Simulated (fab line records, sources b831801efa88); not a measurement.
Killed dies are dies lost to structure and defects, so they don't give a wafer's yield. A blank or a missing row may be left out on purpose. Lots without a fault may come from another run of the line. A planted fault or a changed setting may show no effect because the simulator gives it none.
One fault seen from 2 desks | flow sfq_line | each desk has only its own numbers; what lay behind them comes last

THE TOOL OWNER'S DESK: rie_metal-03
The tool's own readings at SFQ_TRILAYER_M6_BARC_OPEN_METAL_ETCH_206 (etches BARC in O2, target depth 125 nm, time 41.7 s): means of the sampled wafers that have a number, for each lot that ran on this tool. A lot is out of limits, marked OUT, if its mean lies more than 4 standard deviations from the usual mean; the brackets give that distance.
Columns: A = drypump_motor_current_A at SFQ_TRILAYER_M6_BARC_OPEN_METAL_ETCH_206, usual 5.7 A; B = he_backside_leak_sccm at SFQ_TRILAYER_M6_BARC_OPEN_METAL_ETCH_206, usual 3.4 sccm; C = oes_product_au at SFQ_TRILAYER_M6_BARC_OPEN_METAL_ETCH_206, usual 0.685 a.u.; D = run_length_s at SFQ_TRILAYER_M6_BARC_OPEN_METAL_ETCH_206, usual 70.29 s
lot  | first seen here | A   | B   | C     | D
L113 | day 74 09:32    | 6.1 | 3.5 | 0.690 | 70.39
L115 | day 74 16:43    | 6.1 | 3.6 | 0.687 | 69.99
L117 | day 75 03:31    | 5.7 | 3.4 | 0.700 | 69.64
This desk's finding: nothing out of limits on any of the 3 lots.

THE METROLOGY DESK
What the gauges read, lot by lot, whatever tool the lot ran on: means of the sampled wafers that have a number. A lot is out of limits, marked OUT, if its mean lies more than 4 standard deviations from the usual mean; the brackets give that distance.
Columns: A = M6_NB_RS at SFQ_M6_RS_MEAS_938, usual 0.891 ohm/sq; B = M6_OVL at SFQ_M6_OVL_MEAS_940, usual 5 nm
lot  | first seen here | A     | B
L111 | day 70 02:39    | 0.889 | 8
L113 | day 70 08:37    | 0.887 | 6
L115 | day 70 15:55    | 0.902 | 13
L117 | day 71 04:37    | 0.898 | 0
L127 | day 73 12:49    | 0.891 | 4
L129 | day 73 23:43    | 0.896 | 10
This desk's finding: nothing out of limits on any of the 6 lots.

PUT TOGETHER
The tool owner's desk saw nothing out of limits.
The metrology desk saw nothing out of limits.

WHAT THE SIMULATOR HAD PUT IN
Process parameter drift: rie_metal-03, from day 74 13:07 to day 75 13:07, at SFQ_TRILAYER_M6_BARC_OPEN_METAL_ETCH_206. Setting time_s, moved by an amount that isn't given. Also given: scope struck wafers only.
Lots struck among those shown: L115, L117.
